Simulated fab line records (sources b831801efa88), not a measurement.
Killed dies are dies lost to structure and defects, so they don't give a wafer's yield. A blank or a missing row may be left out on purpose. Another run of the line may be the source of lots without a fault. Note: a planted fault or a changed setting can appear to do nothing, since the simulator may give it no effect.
Which tool did it?    flow gf180mcu    Sampling: 12 lots, 36 wafers, 6 of 602 route steps

== WHAT THE GAUGES READ, wafer by wafer ==
GF_NWELL_TW_MEAS_11. Usual: NWELL_TW gives 1583 (standard deviation 12).
lot   measured     on             NWELL_TW        flag
L142  day 3 20:47  film metro-03  1585 1583 1587  
L144  day 4 05:10  film metro-01  1571 1579 1573  
L147  day 4 22:38  film metro-03  1579 1583 1583  
L148  day 5 02:58  film metro-02  1605 1599 1604  
L150  day 5 13:39  film metro-03  1585 1573 1580  
L155  day 6 16:02  film metro-02  2016 2023 2023  OFF
L158  day 7 08:59  film metro-03  2004 2003 2016  OFF
L159  day 7 14:35  film metro-02  2000 1993 1989  OFF
L160  day 7 20:14  film metro-03  1587 1597 1597  
L161  day 8 01:51  film metro-01  1569 1576 1571  
L162  day 8 06:29  film metro-02  1601 1591 1593  
L163  day 8 12:26  film metro-02  1593 1594 1595  

GF_VT_IMPLANT_RS_MEAS_47: the measuring method here is four-point-probe. Usual: NWELL_RS gives 488.1 ohm/sq (standard deviation 1.4).
lot   measured      on             NWELL_RS (ohm/sq)  flag
L142  day 8 03:16   film metro-02  488.7 488.6 487.8  
L144  day 8 13:13   film metro-03  484.1 485.5 486.7  
L147  day 9 11:40   film metro-03  486.6 486.8 488.3  
L148  day 9 16:14   film metro-03  486.4 486.5 485.6  
L150  day 10 05:50  film metro-01  487.9 490.1 487.0  
L155  day 11 15:38  film metro-01  286.9 286.9 286.1  OFF
L158  day 12 10:53  film metro-02  285.6 284.9 285.7  OFF
L159  day 12 20:19  film metro-01  286.5 286.7 287.1  OFF
L160  day 13 01:31  film metro-03  487.0 486.4 486.9  
L161  day 13 10:05  film metro-01  488.8 490.0 488.0  
L162  day 13 15:31  film metro-01  489.6 488.4 487.5  
L163  day 13 21:43  film metro-02  488.2 488.1 487.4  

GF_HV_LDD_THK_MEAS_57. Usual: HV_LDD_CVD_56_THK gives 89.9 nm (standard deviation 0.84).
lot   measured      on             HV_LDD_CVD_56_THK (nm)  flag
L142  day 13 07:14  film metro-03  90.1 90.4 90.5          
L144  day 13 17:21  film metro-03  88.7 88.8 89.0          
L147  day 14 19:04  film metro-02  90.1 89.4 90.2          
L148  day 15 04:48  film metro-01  91.9 90.3 91.0          
L150  day 15 14:52  film metro-01  89.3 88.3 88.9          
L155  day 17 10:09  film metro-02  91.5 90.7 90.6          
L158  day 18 07:43  film metro-01  90.3 90.5 89.2          
L159  day 18 22:20  film metro-02  89.7 90.1 90.0          
L160  day 19 03:13  film metro-01  90.0 90.6 90.5          
L161  day 19 13:07  film metro-02  90.1 90.3 89.8          
L162  day 19 19:21  film metro-01  88.8 88.1 88.7          
L163  day 20 03:28  film metro-01  90.0 90.6 90.2          

== EACH LOT AND THE TOOL THAT RAN IT (in order: tool; ch and the chambers of the sampled wafers; start) ==
lot   GF_NWELL_IMPLANT_09             GF_VT_IMPLANT_STRIP_20                GF_POLY_GATE_STRIP_14
L142  implanter-02 ch 0, day 3 20:32  plasma asher-04 ch 0,1, day 6 18:59   plasma asher-01 ch 1, day 9 20:10
L144  implanter-01 ch 0, day 4 04:58  plasma asher-03 ch 0,1, day 7 05:16   plasma asher-03 ch 0,1, day 10 07:20
L147  implanter-01 ch 0, day 4 22:23  plasma asher-04 ch 0,1, day 8 01:53   plasma asher-03 ch 0,1, day 11 06:11
L148  implanter-03 ch 0, day 5 02:46  plasma asher-03 ch 0,1, day 8 05:55   plasma asher-04 ch 0,1, day 11 12:02
L150  implanter-01 ch 0, day 5 13:25  plasma asher-03 ch 0, day 8 19:08     plasma asher-01 ch 0,1, day 11 23:43
L155  implanter-01 ch 0, day 6 15:49  plasma asher-02 ch 0,1, day 10 02:50  plasma asher-04 ch 0,1, day 13 12:22
L158  implanter-01 ch 0, day 7 08:46  plasma asher-04 ch 0,1, day 10 21:29  plasma asher-01 ch 0,1, day 14 09:11
L159  implanter-01 ch 0, day 7 14:20  plasma asher-04 ch 0,1, day 11 05:08  plasma asher-01 ch 0,1, day 14 21:03
L160  implanter-03 ch 0, day 7 19:59  plasma asher-04 ch 0,1, day 11 10:47  plasma asher-03 ch 0,1, day 15 00:57
L161  implanter-02 ch 0, day 8 01:37  plasma asher-04 ch 0,1, day 11 17:50  plasma asher-01 ch 0,1, day 15 09:30
L162  implanter-02 ch 0, day 8 06:14  plasma asher-04 ch 0,1, day 11 23:08  plasma asher-01 ch 0,1, day 15 14:25
L163  implanter-02 ch 0, day 8 12:11  plasma asher-02 ch 1, day 12 05:32    plasma asher-01 ch 0,1, day 15 22:05
- GF_NWELL_IMPLANT_09
- GF_VT_IMPLANT_STRIP_20: strips in O2/N2.
- GF_POLY_GATE_STRIP_14: strips in O2/N2.

== AS READ BY THE TOOLS THEMSELVES (means over the sampled wafers that have a number; for cases with no such wafer, the mark the record gives instead) ==
GF_NWELL_IMPLANT_09. Usual: dose ions cm2 4e+12, standard deviation 4.6e+09; end station pressure torr 4.99e-06 Torr, standard deviation 2.7e-07; faraday current uA 22.5, standard deviation 0.44.
lot   tool          dose ions cm2  end station pressure torr (Torr)  faraday current uA  flag
L142  implanter-02  4e+12          4.85e-06                          23.1                
L144  implanter-01  4e+12          5.10e-06                          22.5                
L147  implanter-01  4e+12          4.83e-06                          22.5                
L148  implanter-03  4e+12          4.86e-06                          22.7                
L150  implanter-01  4e+12          5.18e-06                          22.4                
L155  implanter-01  3e+13          4.94e-06                          196.6               OFF
L158  implanter-01  3e+13          5.21e-06                          194.8               OFF
L159  implanter-01  3e+13          5.13e-06                          190.7               OFF
L160  implanter-03  4e+12          5.09e-06                          22.4                
L161  implanter-02  4e+12          5.03e-06                          22.1                
L162  implanter-02  4e+12          5.10e-06                          22.4                
L163  implanter-02  4e+12          4.79e-06                          22.3                

GF_VT_IMPLANT_STRIP_20. Usual: drypump motor current A 5.5 A, standard deviation 0.62; heater power w 356 W, standard deviation 19; oes product au 0.717 a.u., standard deviation 0.0046; strip time to endpoint s 12.63 s, standard deviation 0.035.
lot   tool             drypump motor current A (A)  heater power w (W)  oes product au (a.u.)  strip time to endpoint s (s)  flag
L142  plasma asher-04  5.0                          361                 0.718                  12.61                         
L144  plasma asher-03  5.7                          355                 0.720                  12.66                         
L147  plasma asher-04  5.0                          369                 0.719                  12.66                         
L148  plasma asher-03  5.9                          362                 0.717                  12.68                         
L150  plasma asher-03  5.4                          341                 0.715                  12.59                         
L155  plasma asher-02  6.0                          342                 0.719                  12.61                         
L158  plasma asher-04  5.0                          352                 0.711                  12.63                         
L159  plasma asher-04  5.0                          361                 0.714                  12.62                         
L160  plasma asher-04  5.0                          353                 0.716                  12.64                         
L161  plasma asher-04  5.0                          348                 0.713                  12.61                         
L162  plasma asher-04  5.0                          351                 0.718                  12.68                         
L163  plasma asher-02  5.7                          342                 0.721                  12.63                         

GF_POLY_GATE_STRIP_14. Usual: drypump motor current A 5.3 A, standard deviation 0.34; heater power w 345 W, standard deviation 31; oes product au 0.505 a.u., standard deviation 0.0048.
lot   tool             drypump motor current A (A)  heater power w (W)  oes product au (a.u.)  flag
L142  plasma asher-01  5.4                          373                 0.502                  
L144  plasma asher-03  5.9                          358                 0.507                  
L147  plasma asher-03  5.7                          352                 0.505                  
L148  plasma asher-04  5.0                          363                 0.504                  
L150  plasma asher-01  5.3                          347                 0.508                  
L155  plasma asher-04  5.0                          350                 0.505                  
L158  plasma asher-01  5.3                          341                 0.507                  
L159  plasma asher-01  5.2                          320                 0.503                  
L160  plasma asher-03  5.7                          351                 0.500                  
L161  plasma asher-01  5.2                          320                 0.504                  
L162  plasma asher-01  5.3                          342                 0.505                  
L163  plasma asher-01  5.3                          343                 0.504                  

== THE ANSWER, worked out from the rows above alone ==
Rule: a lot counts as off when the mean over its wafers that have a number is more than 3 standard deviations away from the usual mean. A lot without any number at a reading at which 4 lots or more have one is off too. Where the step has rows for the other lots, those lots are counted as sound. First the gauges in route order, then the tools' own readings, where a lot's mean is used as printed above. At the first step where some lot is off, the reading lying furthest off is the one used; lots without a number count as furthest.
Off: at GF_NWELL_TW_MEAS_11 (NWELL_TW), L155, L158, L159.
A tool fits if, at a process step before that reading, it ran every lot that is off, and no sound lot after the first of them. The gauges at GF_NWELL_TW_MEAS_11 aren't tried: what is off there is off at GF_NWELL_IMPLANT_09 too, on other tools, and a gauge's error can't cause that. One fits: GF_NWELL_IMPLANT_09 on implanter-01. A fault onset in the window from L150 (day 5 13:25, its last sound lot) to L155 (day 6 15:49, its first lot off) fits.
The tool's own readings at GF_NWELL_IMPLANT_09 bear it out: on the lots that are off they differ by more than 5 times the standard deviation of the sound lots' means. dose ions cm2 reads 3e+13 there against 4e+12 on the sound lots; faraday current uA reads 194.0 there against 22.5 on the sound lots.

== WHAT WAS PUT IN BY THE SIMULATOR ==
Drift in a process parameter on implanter-01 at GF_NWELL_IMPLANT_09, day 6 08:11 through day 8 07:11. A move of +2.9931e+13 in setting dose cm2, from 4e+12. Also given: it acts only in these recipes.
Lots struck among those shown: L155, L158, L159. This agrees with what the rule above found.
